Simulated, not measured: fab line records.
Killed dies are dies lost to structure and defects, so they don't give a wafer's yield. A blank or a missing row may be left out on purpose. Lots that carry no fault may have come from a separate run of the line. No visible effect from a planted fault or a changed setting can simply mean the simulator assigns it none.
Problem report in the 8D (eight disciplines) form, filled by code    flow sky130    the parts of the form that need people (team, actions taken, sign-off) are left out

1. THE ISSUE
Mean VIA4_HDPCVD_THK at SKY_VIA4_THK_MEAS_01: 2626 nm over 6 wafers in 2 lots; fault-free wafers: 1744 nm, standard deviation 17. That puts it +52 standard deviations away from the usual mean.
First observed at day 46 09:17: wafer L575.4, on film metro-01. At this step, 33 wafers from 11 lots have a number in the record. Rule for "out" (also "out of limits"): further than 4 standard deviations from the usual mean. The other wafers with a number count as sound.

2. WHAT IT IS; WHAT IT IS NOT
question                     is                      is not
which readings at this step  VIA4_HDPCVD_THK         -
which lots                   L575, L576              L560, L561, L563, L564, L566, L567, L568, L573, L580
which wafers of those lots   all that have a number  -
read on which gauges         film metro-01           film metro-02, film metro-03
when                         from day 46 09:17       up to then (24 sound wafers); but 3 sound wafers of L580 came after

3. SUSPECTS, AND WHAT RULES EACH OUT
Counting: any tool at a process step up to the reading is kept as a suspect provided that every lot that is out went through it and no sound lot did after the first of them.
- the gauge at SKY_VIA4_THK_MEAS_01 is ruled out. All the wafers that are out were read on film metro-01, but those of them that SKY_VIA4_HDPCVD_00 has rows for are out there too, on other tools.
- rie metal-02 at SKY_METAL2_DESCUM_17 (chemistry O2, time 8 s): kept. Every lot that is out went through it, starting with L575 (day 40 08:49), and after that it ran no sound lot; the last sound lot it ran before then is L573 (day 39 21:36).
- rie metal-02 at SKY_METAL2_ETCH_18 (etches BARC in N2/H2, stops on SiO2, time 45.9 s, target depth 60 nm): kept. Every lot that is out went through it, starting with L575 (day 40 08:51), and after that it ran no sound lot; the last sound lot it ran before then is L573 (day 39 21:38).
- hdpcvd-02 at SKY_VIA4_HDPCVD_00 (deposits SiO2, target thk 1750 nm, time 291.7 s): kept. Every lot that is out went through it, starting with L575 (day 46 09:10), and after that it ran no sound lot; the last sound lot it ran before then is L568 (day 44 14:12). Out on those wafers are its own readings of sih4 flow sccm.
Still standing after the count: rie metal-02 at SKY_METAL2_DESCUM_17, rie metal-02 at SKY_METAL2_ETCH_18, hdpcvd-02 at SKY_VIA4_HDPCVD_00.

4. THE CAUSE (what the simulator had put in)
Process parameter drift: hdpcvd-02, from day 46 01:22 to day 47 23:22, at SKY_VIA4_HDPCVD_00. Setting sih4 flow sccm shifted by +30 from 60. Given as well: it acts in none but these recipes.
This tool is one of the 3 suspects left after counting.

5. THE CHAIN OF EFFECTS, in route order
Each row: a reading whose mean over the struck wafers that have a number lies more than 3 standard deviations from the usual. Scope: only readings with a usual standard deviation given in the record; hours: median across lots of the time from each lot's start at the first step in this table that gives one to its start at this step; sigmas: change in usual standard deviations.
hours  step                  reading          usual       on struck wafers  change  sigmas
0      SKY_VIA4_HDPCVD_00    sih4 flow sccm   60.00 sccm  90.13             +30.13  +99 or more
0      SKY_VIA4_THK_MEAS_01  VIA4_HDPCVD_THK  1744 nm     2626              +882    +52
Here are the process steps it includes:
- SKY_VIA4_HDPCVD_00: deposits SiO2, target thk 1750 nm, time 291.7 s.

6. WHAT WOULD HAVE CAUGHT IT SOONER
The first out-of-limits reading at a measuring or inspecting step in this record came at day 46 09:17, 8 hours after the fault's start at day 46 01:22.
Tool's own readings at SKY_VIA4_HDPCVD_00, sih4 flow sccm: out on all struck wafers the step has rows for; an alarm limit on them would have tripped on the first.
Among the 2 lots that are out, L576 began SKY_VIA4_HDPCVD_00 on hdpcvd-02 after day 46 09:17. A hold on the tool at that time would have spared it.
